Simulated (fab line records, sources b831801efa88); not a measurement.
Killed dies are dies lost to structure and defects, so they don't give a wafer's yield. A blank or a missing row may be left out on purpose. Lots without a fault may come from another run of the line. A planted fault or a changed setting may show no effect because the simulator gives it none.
Which tool did it? | flow gf180mcu | 6 lots, 18 wafers sampled, at 3 steps of a route of 602

WHAT THE GAUGES READ, wafer by wafer
GF_SALICIDE_THK_MEAS_05: measures by xrf.
lot  | measured     | on            | SALICIDE_TIN_THK (nm)
L443 | day 15 23:55 | film_metro-02 | 19.63 19.43 19.90
L449 | day 18 08:56 | film_metro-02 | 20.19 20.01 20.12
L452 | day 19 11:28 | film_metro-03 | 20.12 20.21 20.13
L458 | day 21 14:13 | film_metro-02 | 19.77 19.92 20.02
L462 | day 22 23:17 | film_metro-01 | 20.31 20.09 20.29
L464 | day 23 11:29 | film_metro-02 | 20.17 19.95 20.02

WHICH TOOL RAN EACH LOT (tool, then ch and the chambers of the sampled wafers, then the start)
lot  | GF_STI_ETCH_13                    | GF_STI_STRIP_15
L443 | rie_diel-04 ch 0,2,3, day 2 11:20 | plasma_asher-03 ch 1, day 2 11:29
L449 | rie_diel-03 ch 0,1,2, day 3 19:33 | plasma_asher-01 ch 0,1, day 3 19:43
L452 | rie_diel-03 ch 0,1,3, day 4 09:59 | plasma_asher-03 ch 0,1, day 4 10:08
L458 | rie_diel-04 ch 0,1,2, day 5 16:53 | plasma_asher-03 ch 0,1, day 5 17:02
L462 | rie_diel-03 ch 0,3, day 6 15:39   | plasma_asher-01 ch 0, day 6 15:48
L464 | rie_diel-01 ch 0,1,2, day 7 00:41 | plasma_asher-02 ch 0,1, day 7 00:50
- GF_STI_ETCH_13: etches the open film in CHF3/O2, stops on Si, target depth 282.31 nm, time 112.9 s.
- GF_STI_STRIP_15: strips in O2/N2.

THE ANSWER, worked out from the rows above alone
Rule: what is usual is taken from the lots themselves. Put in order of their means at a reading, lots are off if they are a third of the lots or fewer, leave a main group of 4 or more, and stand apart from it by a gap of 3 or more times the standard deviation of the main group's means; of several such gaps the widest counts. A main group whose means are all the same, to the digits that the tables above print for the reading, isn't used. A lot without any number at a reading at which 4 lots or more have one is off too. The other lots that the step has rows for count as sound.
No lot is off at any reading shown: from this, nothing can be told.

WHAT THE SIMULATOR HAD PUT IN
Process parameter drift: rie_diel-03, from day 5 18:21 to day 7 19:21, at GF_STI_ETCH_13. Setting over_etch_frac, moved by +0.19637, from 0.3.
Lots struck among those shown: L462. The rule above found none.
